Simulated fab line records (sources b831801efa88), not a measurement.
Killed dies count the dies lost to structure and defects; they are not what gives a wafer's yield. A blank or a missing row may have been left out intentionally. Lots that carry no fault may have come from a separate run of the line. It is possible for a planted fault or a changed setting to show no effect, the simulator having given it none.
fab line records	flow sky130
[record] lots = 6	wafers = 18	last_day = 50
route steps=708 shown RES_PROTECT@209 POLY_GATE@213 PAD_OPEN@708
lots with no fault: from the same line, run without faults
start_h: hours from the record's first day to the start of the lot's first wafer shown	wait_h: time in hours since the lot's previous step	" the same as in the row above	L1.1+2: several wafers, shown together as one row	- no value, or no start was given	* or withheld: withheld	< > ~ a bound
route shown NAME@n: NAME is a module with steps in the file, n the number in the route of the first one	usual: the fault-free wafers' mean and standard deviation	same: alike in all rows	chamber/n: place in a boat	sites: the reading at each site	_std_site: standard deviation of those values	_edge_site: mean of outer sites minus mean of inner sites	radius_mm: how far each site lies from the wafer's centre	mask NAME#n: copy n	behind: tool/chamber where the wafer was last shaped	hold: why the lot was held/for how many hours/how that ended	device: the n, p or np transistor that did not switch	end of line: tests of these same wafers at the route's end	for a step that has no rows: nothing shown but its recipe	killed: the dies lost at the first sort to structure and to defects; this is not the yield of the wafer	map: the dies of a wafer, with x for killed, . for not killed, _ for no die there
set.NAME: setting as actually run; set.NAME@STEP: the setting as run at that earlier step	model.NAME: the simulator's own value behind a step, which no gauge read
lots seen at some steps along the route; tables by step, rows by wafer
services: a tool's chamber out of use, with start hour (start_h, from the record's first day; less than 0 if before it), hours out, and reason
[[steps]]
[step SKY_RES_PROTECT_SOFTBAKE_03]
[recipe] temp_c = 90	time_s = 60	resist = NOVOLAK
[step SKY_RES_PROTECT_EXPOSE_04]
[recipe] mask_id = RPM	na = 0.6	source_shape = conventional	sigma_outer = 0.6	polarization = unpolarized	target_cd_nm = 1270	dose_mj = 132.8
[step SKY_RES_PROTECT_PEB_05]
[recipe] temp_c = withheld	time_s = *	resist = NOVOLAK
[step SKY_RES_PROTECT_DEVELOP_06]
[recipe] resist = NOVOLAK	developer = TMAH	develop_time_s = 60	dev_temp_c = 23
[step SKY_POLY_GATE_IMPLANT_02]
[recipe] species = P	energy_kev = 30	dose_cm2 = 7.7e+15	tilt_deg = 0
[step SKY_RES_PROTECT_STRIP_07]
[recipe] chemistry = O2/N2	power_w = 1400	pressure_mtorr = 1500	platen_temp_c = withheld	o2_flow_sccm = 3000	n2_flow_sccm = 300	overash_fraction = 0.5
[usual] drypump_motor_current_A = 5.6/0.48	oes_product_au = 0.518/0.0042	strip_time_to_endpoint_s = 23.29/0.04
lot.wafer	tool	chamber	start_h	wait_h	drypump_motor_current_A	oes_product_au	rf_hours_counter_h	strip_time_to_endpoint_s
L155.2	plasma_asher-04	1	400.14	0.1	5.6	0.514	71	23.23
L155.4	"	1	"	"	5.6	0.513	-	23.22
L155.5	"	0	"	"	5.3	0.511	-	23.24
L159.1	plasma_asher-03	1	431.60	0.1	5.5	0.517	74	23.30
L159.3	"	1	"	"	5.5	0.514	-	23.27
L159.6	"	0	"	"	4.8	0.514	-	23.25
L161.1	plasma_asher-02	1	447.60	0.1	6.1	0.521	67	23.27
L161.2	"	0	"	"	6.0	0.520	67	23.30
L161.5	"	0	"	"	6.0	0.519	-	23.21
L162.2	plasma_asher-04	1	452.44	0.1	5.7	0.514	2	23.30
L162.3	"	0	"	"	5.3	0.519	-	23.29
L162.5	"	0	"	"	5.3	0.522	-	23.27
L171.1	plasma_asher-02	0	534.04	0.1	5.9	0.518	76	23.24
L171.2	"	1	"	"	6.1	0.510	76	23.31
L171.5	"	0	"	"	6.0	0.513	-	23.30
L172.1	plasma_asher-04	0	544.89	0.1	5.3	0.521	12	23.24
L172.2	"	1	"	"	5.6	0.519	12	23.34
L172.3	"	0	"	"	5.3	0.513	-	23.25
[step SKY_RES_PROTECT_TW_MEAS_08]
[usual] POLY_GATE_TW = 4064/18
lot.wafer	tool	chamber	start_h	wait_h	POLY_GATE_TW
L155.2	film_metro-01	-	400.25	0.1	4047
L155.4	"	-	"	"	4041
L155.5	"	-	"	"	4051
L159.1	film_metro-04	-	431.70	0.1	4065
L159.3	"	-	"	"	4072
L159.6	"	-	"	"	4073
L161.1	film_metro-04	-	447.70	0.1	4034
L161.2	"	-	"	"	4061
L161.5	"	-	"	"	4052
L162.2	film_metro-04	-	452.55	0.1	4055
L162.3	"	-	"	"	4038
L162.5	"	-	"	"	4069
L171.1	film_metro-04	-	534.14	0.1	4081
L171.2	"	-	"	"	4057
L171.5	"	-	"	"	4070
L172.1	film_metro-03	-	544.99	0.1	4087
L172.2	"	-	"	"	4102
L172.3	"	-	"	"	4062
[step SKY_RES_PROTECT_CLEAN_09]
[recipe] chemistry = SC1/SC2	mix = 1:4:20	temp_c = 70	time_s = 150	dry = n2_spin
[step SKY_POLY_GATE_CVD_03]
[recipe] material = Si3N4	precursor = DCS/NH3	target_thk_nm = 75	temp_c = 770	time_s = 1290	pressure_mtorr = 250
[step SKY_POLY_GATE_THK_MEAS_04]
[recipe] reads = Si3N4_of_POLY_GATE_CVD_03
[usual] POLY_GATE_CVD_03_THK = 75.3/0.72
lot.wafer	tool	chamber	start_h	wait_h	POLY_GATE_CVD_03_THK[nm]
L155.2	film_metro-04	-	403.37	0.0	75.8
L155.4	"	-	"	"	75.3
L155.5	"	-	"	"	75.4
L159.1	film_metro-03	-	435.96	0.0	75.2
L159.3	"	-	"	"	75.3
L159.6	"	-	"	"	75.2
L161.1	film_metro-03	-	449.85	0.0	75.1
L161.2	"	-	"	"	75.0
L161.5	"	-	"	"	75.2
L162.2	film_metro-02	-	454.56	0.0	76.7
L162.3	"	-	"	"	75.7
L162.5	"	-	"	"	75.6
L171.1	film_metro-02	-	535.61	0.0	75.3
L171.2	"	-	"	"	75.8
L171.5	"	-	"	"	76.0
L172.1	film_metro-04	-	547.42	0.0	75.5
L172.2	"	-	"	"	76.2
L172.3	"	-	"	"	76.6
[step SKY_POLY_GATE_DEHYDRATE_05]
[recipe] temp_c = 200	time_s = 60
[step SKY_POLY_GATE_HMDS_06]
[recipe] prime_time_s = 60	prime_temp_c = 120
[step SKY_POLY_GATE_COAT_07]
[recipe] resist = BARC	temp_c = withheld	time_s = withheld	spin_rpm = 3000	resist_thk_nm = 110
[usual] chill_plate_temp_C = *	dispense_pressure_kPa = 53/6.5	resist_line_temp_C = *
lot.wafer	tool	chamber	start_h	wait_h	chill_plate_temp_C	dispense_pressure_kPa	resist_line_temp_C	model.BARC_of_POLY_GATE_COAT_07.thk_nm
L155.2	litho_track-01	0	417.41	0.1	*	57	*	110.6
L155.4	"	0	"	"	*	57	*	110.7
L155.5	"	0	"	"	*	57	*	110.4
L159.1	litho_track-04	0	450.51	0.1	*	58	*	110.2
L159.3	"	0	"	"	*	58	*	110
L159.6	"	0	"	"	*	58	*	110.2
L161.1	litho_track-04	0	465.61	0.1	*	58	*	112.5
L161.2	"	0	"	"	*	58	*	112.2
L161.5	"	0	"	"	*	58	*	112.5
L162.2	litho_track-04	0	470.23	0.1	*	58	*	112.9
L162.3	"	0	"	"	*	58	*	112.9
L162.5	"	0	"	"	*	58	*	112.7
L171.1	litho_track-04	0	550.36	0.1	*	58	*	110.2
L171.2	"	0	"	"	*	58	*	110.1
L171.5	"	0	"	"	*	58	*	110.2
L172.1	litho_track-03	0	562.55	0.1	*	44	*	110.3
L172.2	"	0	"	"	*	44	*	109.9
L172.3	"	0	"	"	*	44	*	110
[step SKY_POLY_GATE_COAT_08]
[recipe] resist = KrF-thick	spin_rpm = 3000	resist_thk_nm = 450
[step SKY_POLY_GATE_SOFTBAKE_09]
[recipe] temp_c = 100	time_s = 90	resist = KrF-thick
[step SKY_POLY_GATE_EXPOSE_10]
[recipe] mask_id = P1M	na = 0.68	source_shape = conventional	sigma_outer = 0.6	target_cd_nm = 150	dose_mj = 28
[step SKY_POLY_GATE_PEB_11]
[recipe] peb_temp_c = withheld	peb_time_s = withheld	resist = KrF-thick
[step SKY_POLY_GATE_DEVELOP_12]
[recipe] develop_time_s = 60	resist = KrF-thick	dev_temp_c = 21
[step SKY_POLY_GATE_CD_MEAS_13]
[recipe] target_cd_nm = 150
[usual] cd_nm = 149.7/1.3
lot.wafer	tool	chamber	start_h	wait_h	cd_nm
L155.2	cd_sem-02	-	432.78	-	151.7
L155.4	"	-	"	"	150.9
L155.5	"	-	"	"	150.6
L159.1	cd_sem-02	-	466.77	-	149.6
L159.3	"	-	"	"	148.6
L159.6	"	-	"	"	151.5
L161.1	cd_sem-01	-	481.11	-	151.2
L161.2	"	-	"	"	149.2
L161.5	"	-	"	"	150.6
L162.2	cd_sem-01	-	485.27	-	150.7
L162.3	"	-	"	"	148.9
L162.5	"	-	"	"	150.1
L171.1	cd_sem-01	-	566.36	-	149.7
L171.2	"	-	"	"	149.2
L171.5	"	-	"	"	147.9
L172.1	cd_sem-02	-	576.94	-	150.6
L172.2	"	-	"	"	149.7
L172.3	"	-	"	"	150.4
[step SKY_POLY_GATE_OVL_MEAS_14]
[usual] POLY_GATE_OVL = 0/4.4
lot.wafer	tool	chamber	start_h	wait_h	POLY_GATE_OVL[nm]
L155.2	overlay-02	-	432.88	0.1	-1
L155.4	"	-	"	"	-5
L155.5	"	-	"	"	1
L159.1	overlay-02	-	466.89	0.1	4
L159.3	"	-	"	"	3
L159.6	"	-	"	"	2
L161.1	overlay-01	-	481.23	0.1	-9
L161.2	"	-	"	"	-3
L161.5	"	-	"	"	-3
L162.2	overlay-01	-	485.37	0.1	-6
L162.3	"	-	"	"	-2
L162.5	"	-	"	"	2
L171.1	overlay-01	-	566.48	0.1	5
L171.2	"	-	"	"	4
L171.5	"	-	"	"	-2
L172.1	overlay-01	-	577.06	0.1	-7
L172.2	"	-	"	"	2
L172.3	"	-	"	"	-3
[step SKY_POLY_GATE_ETCH_15]
[recipe] chemistry = N2/H2	target = BARC	ion_energy_ev = 200	source_w = 500	bias_w = 100	pressure_mtorr = 30	n2_flow_sccm = 100	h2_flow_sccm = 200	stop_on = SiO2	time_s = 118.5	target_depth_a = 1100
[usual] drypump_motor_current_A = 5.8/0.37	oes_product_au = 0.717/0.0045	throttle_valve_pct = 13.212/0.0098
lot.wafer	tool	chamber	start_h	wait_h	drypump_motor_current_A	oes_product_au	rf_hours_counter_h	throttle_valve_pct	model.etch.depth_nm
L155.2	rie_diel-02	0	432.91	0.0	6.5	0.725	12	13.211	110.6
L155.4	"	0	"	"	6.6	0.718	-	13.212	110.7
L155.5	"	1	"	"	5.4	0.716	-	13.222	110.4
L159.1	rie_diel-01	2	466.92	0.0	6.1	0.715	7	13.226	110.2
L159.3	"	1	"	"	5.6	0.713	4	13.222	110
L159.6	"	0	"	"	5.6	0.718	-	13.227	110.2
L161.1	rie_diel-01	3	481.26	0.0	5.5	0.732	2	13.221	112.5
L161.2	"	0	"	"	5.6	0.726	14	13.200	112.2
L161.5	"	3	"	"	5.5	0.735	-	13.209	112.5
L162.2	rie_diel-02	2	485.40	0.0	5.7	0.724	1	13.206	112.9
L162.3	"	3	"	"	5.0	0.724	6	13.210	112.9
L162.5	"	0	"	"	6.5	0.719	-	13.197	112.7
L171.1	rie_diel-02	0	566.51	0.0	6.5	0.719	14	13.213	110.2
L171.2	"	1	"	"	5.4	0.717	57	13.192	110.1
L171.5	"	0	"	"	6.5	0.725	-	13.219	110.2
L172.1	rie_diel-01	0	577.09	0.0	5.6	0.716	16	13.223	110.3
L172.2	"	3	"	"	5.5	0.709	4	13.223	109.9
L172.3	"	1	"	"	5.6	0.717	6	13.220	110
[step SKY_POLY_GATE_ETCH_16]
[recipe] stop_on = poly-Si	chemistry = CH3F/O2	target = Si3N4	source_w = 400	bias_w = 80	pressure_mtorr = 25	ch3f_flow_sccm = 40	O2_flow_sccm = 30	time_s = 147.5	target_depth_a = 750
[usual] ch3f_flow_sccm = 39.99/0.1	drypump_motor_current_A = 5.8/0.37	oes_product_au = 0.642/0.0053	throttle_valve_pct = 10.536/0.0091
lot.wafer	tool	chamber	start_h	wait_h	ch3f_flow_sccm	drypump_motor_current_A	oes_product_au	rf_hours_counter_h	throttle_valve_pct
L155.2	rie_diel-02	0	432.99	0.0	39.97	6.5	0.644	12	10.508
L155.4	"	0	"	"	39.90	6.5	0.642	-	10.544
L155.5	"	1	"	"	39.89	5.4	0.641	-	10.537
L159.1	rie_diel-01	2	467.01	0.0	40.10	6.1	0.648	7	10.544
L159.3	"	1	"	"	40.08	5.6	0.641	4	10.536
L159.6	"	0	"	"	40.15	5.6	0.645	-	10.535
L161.1	rie_diel-01	3	481.34	0.0	39.83	5.4	0.633	2	10.531
L161.2	"	0	"	"	40.10	5.6	0.641	14	10.531
L161.5	"	3	"	"	39.96	5.4	0.636	-	10.546
L162.2	rie_diel-02	2	485.49	0.0	39.88	5.7	0.643	1	10.514
L162.3	"	3	"	"	40.06	5.1	0.646	7	10.537
L162.5	"	0	"	"	39.88	6.5	0.648	-	10.537
L171.1	rie_diel-02	0	566.59	0.0	39.94	6.5	0.636	14	10.535
L171.2	"	1	"	"	40.02	5.4	0.638	57	10.545
L171.5	"	0	"	"	40.05	6.5	0.648	-	10.537
L172.1	rie_diel-01	0	577.18	0.0	40.15	5.6	0.641	16	10.551
L172.2	"	3	"	"	40.09	5.5	0.640	4	10.537
L172.3	"	1	"	"	40.04	5.6	0.647	6	10.527
[step SKY_PAD_OPEN_PROBE_99]
[usual] killed_at_M0_to_M3 = 44/7.5	killed_at_M4_up = 3.3/1.8	killed_at_contacts = 25/5.9	killed_at_front_end = 16/4.7	killed_at_other = 0.3/0.52	killed_dies = 89/9.9	killed_open = 49/7.8	killed_short = 40/5.8
[same] gross_dies = 492	killed_at_back_side = 0
lot.wafer	tool	chamber	start_h	wait_h	killed_at_M0_to_M3	killed_at_M4_up	killed_at_contacts	killed_at_front_end	killed_at_other	killed_dies	killed_open	killed_short
L155.2	prober-01	-	1119.80	0.1	41	5	17	21	0	84	44	39
L155.4	prober-01	-	1119.90	0.2	47	1	26	15	0	89	50	39
L155.5	prober-01	-	1119.95	0.2	48	2	20	16	0	86	52	34
L161.1	prober-01	-	1157.38	0.1	46	4	35	17	1	103	56	46
L161.2	prober-01	-	1157.43	0.1	34	2	19	13	0	68	40	28
L161.5	prober-01	-	1157.58	0.2	51	1	29	16	0	97	51	46
L162.2	prober-02	-	1158.00	0.1	42	2	26	14	1	85	42	43
L162.3	prober-02	-	1158.05	0.2	31	3	24	16	1	75	36	39
L162.5	prober-02	-	1158.15	0.2	40	1	22	17	0	80	39	41
L172.1	prober-01	-	1203.97	0.1	49	2	29	20	0	100	65	35
L172.2	prober-01	-	1204.02	0.1	52	2	24	21	3	102	63	38
L172.3	prober-01	-	1204.07	0.2	44	7	30	11	0	92	61	31
// killed by level:class
L155.2 VIA1:geometric_particle:open=16 FIELD_ISO:geometric_particle:short=10 METAL1:geometric_particle:short=7 VIA3:geometric_particle:open=7 LI_CONTACT:geometric_particle:open=6 FIELD_ISO:geometric_particle:open=5 CONTACT:geometric_particle:short=4 CONTACT:geometric_particle:open=4
L155.4 FIELD_ISO:geometric_particle:open=7 VIA2:geometric_particle:open=7 LOCAL_INTERCONNECT:geometric_particle:short=7 METAL2:geometric_particle:short=7 LI_CONTACT:geometric_particle:open=6 CONTACT:geometric_particle:open=6 METAL1:geometric_particle:short=6 VIA3:geometric_particle:open=6
L155.5 CONTACT:geometric_particle:open=12 VIA1:geometric_particle:open=9 METAL2:geometric_particle:short=8 FIELD_ISO:geometric_particle:open=7 VIA3:geometric_particle:open=7 VIA2:geometric_particle:open=7 VIA1:geometric_particle:short=6 POLY_GATE:geometric_particle:open=4
L161.1 CONTACT:geometric_particle:open=15 LI_CONTACT:geometric_particle:open=8 VIA1:geometric_particle:open=8 VIA3:geometric_particle:open=7 METAL2:geometric_particle:short=7 VIA3:geometric_particle:short=7 FIELD_ISO:geometric_particle:open=6 CONTACT:geometric_particle:short=6
L161.2 VIA1:geometric_particle:open=10 METAL2:geometric_particle:short=7 CONTACT:geometric_particle:open=6 VIA3:geometric_particle:open=6 FIELD_ISO:geometric_particle:short=5 LOCAL_INTERCONNECT:geometric_particle:short=4 FIELD_ISO:geometric_particle:open=3 CONTACT:geometric_particle:short=3
L161.5 VIA1:geometric_particle:open=12 CONTACT:geometric_particle:open=10 LI_CONTACT:geometric_particle:open=7 CONTACT:geometric_particle:short=7 METAL1:geometric_particle:short=7 FIELD_ISO:geometric_particle:open=6 METAL2:geometric_particle:short=6 FIELD_ISO:geometric_particle:short=5
L162.2 CONTACT:geometric_particle:open=12 METAL2:geometric_particle:short=9 VIA1:geometric_particle:open=6 METAL3:geometric_particle:short=6 VIA3:geometric_particle:open=6 LI_CONTACT:geometric_particle:open=5 CONTACT:geometric_particle:short=5 METAL1:geometric_particle:short=4
L162.3 CONTACT:geometric_particle:open=7 LOCAL_INTERCONNECT:geometric_particle:short=6 VIA1:geometric_particle:open=6 VIA3:geometric_particle:open=6 FIELD_ISO:geometric_particle:short=5 LI_CONTACT:geometric_particle:open=5 VIA3:geometric_particle:short=5 FIELD_ISO:geometric_particle:open=4
L162.5 LI_CONTACT:geometric_particle:open=9 VIA1:geometric_particle:open=7 METAL1:geometric_particle:short=7 LOCAL_INTERCONNECT:geometric_particle:short=6 VIA1:geometric_particle:short=6 VIA2:geometric_particle:open=6 FIELD_ISO:geometric_particle:short=5 METAL3:geometric_particle:short=5
L172.1 CONTACT:geometric_particle:open=12 VIA1:geometric_particle:open=11 VIA2:geometric_particle:open=10 VIA3:geometric_particle:open=8 LI_CONTACT:geometric_particle:open=7 FIELD_ISO:geometric_particle:short=5 FIELD_ISO:geometric_particle:open=5 CONTACT:geometric_particle:short=5
L172.2 VIA1:geometric_particle:open=14 LI_CONTACT:geometric_particle:open=12 VIA2:geometric_particle:open=12 VIA1:geometric_particle:short=8 FIELD_ISO:geometric_particle:open=7 VIA3:geometric_particle:open=7 FIELD_ISO:geometric_particle:short=6 POLY_GATE:geometric_particle:open=4
L172.3 CONTACT:geometric_particle:open=13 VIA2:geometric_particle:open=10 LI_CONTACT:geometric_particle:open=9 VIA1:geometric_particle:open=9 VIA3:geometric_particle:open=9 FIELD_ISO:geometric_particle:open=4 LOCAL_INTERCONNECT:geometric_particle:short=4 METAL1:geometric_particle:short=4
[[services]]
tool	chamber	start_h	hours	kind
rie_diel-01	1	379.34	6.1	repair
plasma_asher-03	-	389.21	2.8	pm
plasma_asher-04	-	390.24	4.9	repair
rie_diel-01	3	400.71	3.0	repair
plasma_asher-03	-	411.87	3.5	repair
plasma_asher-03	-	414.26	3.5	repair
rie_diel-02	2	418.61	-	clean
rie_diel-02	2	418.61	39.1	scheduled_down
rie_diel-02	2	418.61	39.1	vent_cycle
plasma_asher-04	-	421.25	9.0	pm
plasma_asher-04	0	421.25	9.0	vent_cycle
plasma_asher-04	1	421.25	9.0	vent_cycle
plasma_asher-04	-	423.26	0.4	repair
plasma_asher-04	0	430.25	-	clean
plasma_asher-04	1	430.25	-	clean
rie_diel-01	1	445.24	5.1	repair
plasma_asher-03	-	463.72	1.2	repair
rie_diel-01	3	495.91	1.4	repair
rie_diel-02	3	507.28	12.7	repair
rie_diel-01	0	511.73	3.2	repair
rie_diel-02	1	544.40	7.7	repair
rie_diel-02	3	555.16	17.2	repair
rie_diel-02	-	559.94	4.3	pm
rie_diel-02	0	566.82	5.0	repair
[[key]]
first_sign none at tools or gauges
[model_effect] step = SKY_POLY_GATE_COAT_07	value = BARC_of_POLY_GATE_COAT_07.thk_nm	without = 109.7	struck = 112.6
[model_effect] step = SKY_POLY_GATE_ETCH_15	value = etch.depth_nm	without = 109.7	struck = 112.6
met_at SKY_POLY_GATE_COAT_07
struck_wafers L161.1,L161.2,L161.5,L162.2,L162.3,L162.5
tester_left_out L161,L162
onset_between 450.51 465.61
[fault] kind = process_parameter_drift	tool = litho_track-04	chamber = -	onset_h = 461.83	steps = SKY_POLY_GATE_COAT_07	channel = resist_thk_nm	offset = 2.8939	shape = step	end_h = 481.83	acts_in = these_recipes_only	stated = 110
// tester_left_out: of these lots the tester's yield and bins aren't shown, on N5 and GAA mostly nor the transistor test; their killed dies are dies lost to structure and defects alone, not to doping, threshold or leakage, so they don't give the yield
